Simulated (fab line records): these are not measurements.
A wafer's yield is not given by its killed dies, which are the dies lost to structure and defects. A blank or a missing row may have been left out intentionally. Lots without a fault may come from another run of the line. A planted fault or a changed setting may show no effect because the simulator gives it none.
What tool caused it? / flow sfq_line / 42 wafers from 14 lots sampled at 3 of the route's 325 steps

WHAT THE GAUGES READ, wafer by wafer
SFQ_M4_OVL_MEAS_926. Usual: for M4_OVL the level is -2 nm and the standard deviation is 4.8.
lot=L783; measured=day 48 09:14; on=overlay-02; M4_OVL (nm)=-5 -5 -7; flag=
lot=L784; measured=day 48 11:38; on=overlay-01; M4_OVL (nm)=1 -4 -5; flag=
lot=L785; measured=day 48 12:49; on=overlay-02; M4_OVL (nm)=-5 -6 -7; flag=
lot=L787; measured=day 49 02:02; on=overlay-01; M4_OVL (nm)=6 -2 7; flag=
lot=L788; measured=day 49 11:37; on=overlay-02; M4_OVL (nm)=-2 4 -12; flag=
lot=L791; measured=day 50 12:49; on=overlay-02; M4_OVL (nm)=-2 -5 -5; flag=
lot=L798; measured=day 52 09:08; on=overlay-01; M4_OVL (nm)=-9 -10 -6; flag=
lot=L799; measured=day 52 18:44; on=overlay-01; M4_OVL (nm)=-5 -1 4; flag=
lot=L800; measured=day 52 22:20; on=overlay-02; M4_OVL (nm)=-2 5 8; flag=
lot=L801; measured=day 53 07:35; on=overlay-02; M4_OVL (nm)=3 -3 1; flag=
lot=L802; measured=day 53 12:31; on=overlay-02; M4_OVL (nm)=-3 1 -1; flag=
lot=L803; measured=day 55 02:45; on=overlay-01; M4_OVL (nm)=-5 2 1; flag=
lot=L804; measured=day 55 18:21; on=overlay-02; M4_OVL (nm)=-9 -8 -6; flag=
lot=L805; measured=day 56 03:56; on=overlay-01; M4_OVL (nm)=-9 1 -3; flag=

TOOL THAT RAN EACH LOT (tool first, then ch and the chambers of the sampled wafers, then the start)
lot=L783; SFQ_TRILAYER_I0_CMP_CMP_028=cmp-02 ch 0,2,3, day 12 17:39; SFQ_TRILAYER_I1_VIA_BARC_OPEN_VIA_ETCH_071=rie_diel-01 ch 1,2,3, day 24 08:44
lot=L784; SFQ_TRILAYER_I0_CMP_CMP_028=cmp-02 ch 1,3, day 13 13:35; SFQ_TRILAYER_I1_VIA_BARC_OPEN_VIA_ETCH_071=rie_diel-01 ch 0,3, day 25 09:35
lot=L785; SFQ_TRILAYER_I0_CMP_CMP_028=cmp-02 ch 1,2,3, day 13 16:35; SFQ_TRILAYER_I1_VIA_BARC_OPEN_VIA_ETCH_071=rie_diel-02 ch 0,1,3, day 25 10:47
lot=L787; SFQ_TRILAYER_I0_CMP_CMP_028=cmp-02 ch 0,1,3, day 14 08:35; SFQ_TRILAYER_I1_VIA_BARC_OPEN_VIA_ETCH_071=rie_diel-01 ch 0,2, day 26 02:23
lot=L788; SFQ_TRILAYER_I0_CMP_CMP_028=cmp-02 ch 0,1,2, day 14 13:35; SFQ_TRILAYER_I1_VIA_BARC_OPEN_VIA_ETCH_071=rie_diel-01 ch 1,3, day 26 23:41
lot=L791; SFQ_TRILAYER_I0_CMP_CMP_028=cmp-01 ch 0,1,2, day 15 12:43; SFQ_TRILAYER_I1_VIA_BARC_OPEN_VIA_ETCH_071=rie_diel-02 ch 0,1,3, day 28 06:22
lot=L798; SFQ_TRILAYER_I0_CMP_CMP_028=cmp-01 ch 0,2,3, day 17 18:29; SFQ_TRILAYER_I1_VIA_BARC_OPEN_VIA_ETCH_071=rie_diel-04 ch 0,1, day 29 21:24
lot=L799; SFQ_TRILAYER_I0_CMP_CMP_028=cmp-02 ch 1,2, day 18 15:10; SFQ_TRILAYER_I1_VIA_BARC_OPEN_VIA_ETCH_071=rie_diel-04 ch 0,1,3, day 30 07:02
lot=L800; SFQ_TRILAYER_I0_CMP_CMP_028=cmp-02 ch 0,1,2, day 18 21:10; SFQ_TRILAYER_I1_VIA_BARC_OPEN_VIA_ETCH_071=rie_diel-01 ch 0,1,2, day 36 20:01
lot=L801; SFQ_TRILAYER_I0_CMP_CMP_028=cmp-02 ch 2,3, day 19 09:37; SFQ_TRILAYER_I1_VIA_BARC_OPEN_VIA_ETCH_071=rie_diel-02 ch 0,2,3, day 36 22:25
lot=L802; SFQ_TRILAYER_I0_CMP_CMP_028=cmp-01 ch 1,3, day 19 14:28; SFQ_TRILAYER_I1_VIA_BARC_OPEN_VIA_ETCH_071=rie_diel-04 ch 1,2,3, day 37 04:25
lot=L803; SFQ_TRILAYER_I0_CMP_CMP_028=cmp-01 ch 0,1,3, day 19 23:57; SFQ_TRILAYER_I1_VIA_BARC_OPEN_VIA_ETCH_071=rie_diel-02 ch 2,3, day 37 11:37
lot=L804; SFQ_TRILAYER_I0_CMP_CMP_028=cmp-02 ch 0,2,3, day 20 05:04; SFQ_TRILAYER_I1_VIA_BARC_OPEN_VIA_ETCH_071=rie_diel-01 ch 2,3, day 37 23:53
lot=L805; SFQ_TRILAYER_I0_CMP_CMP_028=cmp-02 ch 0,2,3, day 20 13:40; SFQ_TRILAYER_I1_VIA_BARC_OPEN_VIA_ETCH_071=rie_diel-01 ch 0,3, day 38 19:55
- SFQ_TRILAYER_I0_CMP_CMP_028: polishes SiO2.
- SFQ_TRILAYER_I1_VIA_BARC_OPEN_VIA_ETCH_071: etches BARC in O2, target depth 125 nm, time 41.7 s.

WHAT THE TOOLS THEMSELVES READ (means of the sampled wafers that have a number; where no wafer has one, the mark that the record gives instead)
SFQ_TRILAYER_I0_CMP_CMP_028. Usual: motor_current_A 10.1 A, standard deviation 1.2; platen_rpm 60.00 rpm, standard deviation 0.041; time_to_endpoint_s 217 s, standard deviation 7.9.
lot=L783; tool=cmp-02; motor_current_A (A)=9.6; platen_rpm (rpm)=59.96; time_to_endpoint_s (s)=215; flag=
lot=L784; tool=cmp-02; motor_current_A (A)=8.7; platen_rpm (rpm)=60.00; time_to_endpoint_s (s)=222; flag=
lot=L785; tool=cmp-02; motor_current_A (A)=9.7; platen_rpm (rpm)=59.98; time_to_endpoint_s (s)=218; flag=
lot=L787; tool=cmp-02; motor_current_A (A)=10.1; platen_rpm (rpm)=62.00; time_to_endpoint_s (s)=209; flag=OFF
lot=L788; tool=cmp-02; motor_current_A (A)=10.9; platen_rpm (rpm)=62.00; time_to_endpoint_s (s)=212; flag=OFF
lot=L791; tool=cmp-01; motor_current_A (A)=10.0; platen_rpm (rpm)=60.02; time_to_endpoint_s (s)=217; flag=
lot=L798; tool=cmp-01; motor_current_A (A)=10.5; platen_rpm (rpm)=60.03; time_to_endpoint_s (s)=221; flag=
lot=L799; tool=cmp-02; motor_current_A (A)=10.4; platen_rpm (rpm)=60.03; time_to_endpoint_s (s)=211; flag=
lot=L800; tool=cmp-02; motor_current_A (A)=10.7; platen_rpm (rpm)=59.98; time_to_endpoint_s (s)=211; flag=
lot=L801; tool=cmp-02; motor_current_A (A)=8.3; platen_rpm (rpm)=60.05; time_to_endpoint_s (s)=214; flag=
lot=L802; tool=cmp-01; motor_current_A (A)=10.2; platen_rpm (rpm)=60.01; time_to_endpoint_s (s)=220; flag=
lot=L803; tool=cmp-01; motor_current_A (A)=10.5; platen_rpm (rpm)=59.98; time_to_endpoint_s (s)=224; flag=
lot=L804; tool=cmp-02; motor_current_A (A)=9.6; platen_rpm (rpm)=60.01; time_to_endpoint_s (s)=218; flag=
lot=L805; tool=cmp-02; motor_current_A (A)=9.3; platen_rpm (rpm)=60.00; time_to_endpoint_s (s)=220; flag=

SFQ_TRILAYER_I1_VIA_BARC_OPEN_VIA_ETCH_071. Usual: drypump_motor_current_A 5.6 A, standard deviation 0.55; oes_product_au 0.684 a.u., standard deviation 0.0043.
lot=L783; tool=rie_diel-01; drypump_motor_current_A (A)=5.4; oes_product_au (a.u.)=0.686; flag=
lot=L784; tool=rie_diel-01; drypump_motor_current_A (A)=4.8; oes_product_au (a.u.)=0.684; flag=
lot=L785; tool=rie_diel-02; drypump_motor_current_A (A)=5.9; oes_product_au (a.u.)=0.683; flag=
lot=L787; tool=rie_diel-01; drypump_motor_current_A (A)=5.0; oes_product_au (a.u.)=0.684; flag=
lot=L788; tool=rie_diel-01; drypump_motor_current_A (A)=5.2; oes_product_au (a.u.)=0.687; flag=
lot=L791; tool=rie_diel-02; drypump_motor_current_A (A)=5.9; oes_product_au (a.u.)=0.679; flag=
lot=L798; tool=rie_diel-04; drypump_motor_current_A (A)=5.6; oes_product_au (a.u.)=0.684; flag=
lot=L799; tool=rie_diel-04; drypump_motor_current_A (A)=6.0; oes_product_au (a.u.)=0.684; flag=
lot=L800; tool=rie_diel-01; drypump_motor_current_A (A)=5.4; oes_product_au (a.u.)=0.687; flag=
lot=L801; tool=rie_diel-02; drypump_motor_current_A (A)=5.6; oes_product_au (a.u.)=0.686; flag=
lot=L802; tool=rie_diel-04; drypump_motor_current_A (A)=5.7; oes_product_au (a.u.)=0.687; flag=
lot=L803; tool=rie_diel-02; drypump_motor_current_A (A)=5.5; oes_product_au (a.u.)=0.685; flag=
lot=L804; tool=rie_diel-01; drypump_motor_current_A (A)=5.0; oes_product_au (a.u.)=0.684; flag=
lot=L805; tool=rie_diel-01; drypump_motor_current_A (A)=4.8; oes_product_au (a.u.)=0.683; flag=

THE ANSWER, worked out from the rows above alone
Rule: a lot is off if the mean of its wafers that have a number lies more than 3 standard deviations from the usual mean. Also off: a lot with no number at a reading for which 4 or more lots have one. The other lots that the step has rows for count as sound. First the gauges in route order, then the tools' own readings, where a lot's mean is used as printed above. The first step at which some lot is off is used, and at that step the reading that is off furthest; a lot without a number counts as furthest.
Off: L787, L788 (SFQ_TRILAYER_I0_CMP_CMP_028, platen_rpm).
A tool fits if, at that step or a process step before it, it ran every lot that is off, and no sound lot after the first of them. Not one of the candidates tried fits.

WHAT THE SIMULATOR PUT IN
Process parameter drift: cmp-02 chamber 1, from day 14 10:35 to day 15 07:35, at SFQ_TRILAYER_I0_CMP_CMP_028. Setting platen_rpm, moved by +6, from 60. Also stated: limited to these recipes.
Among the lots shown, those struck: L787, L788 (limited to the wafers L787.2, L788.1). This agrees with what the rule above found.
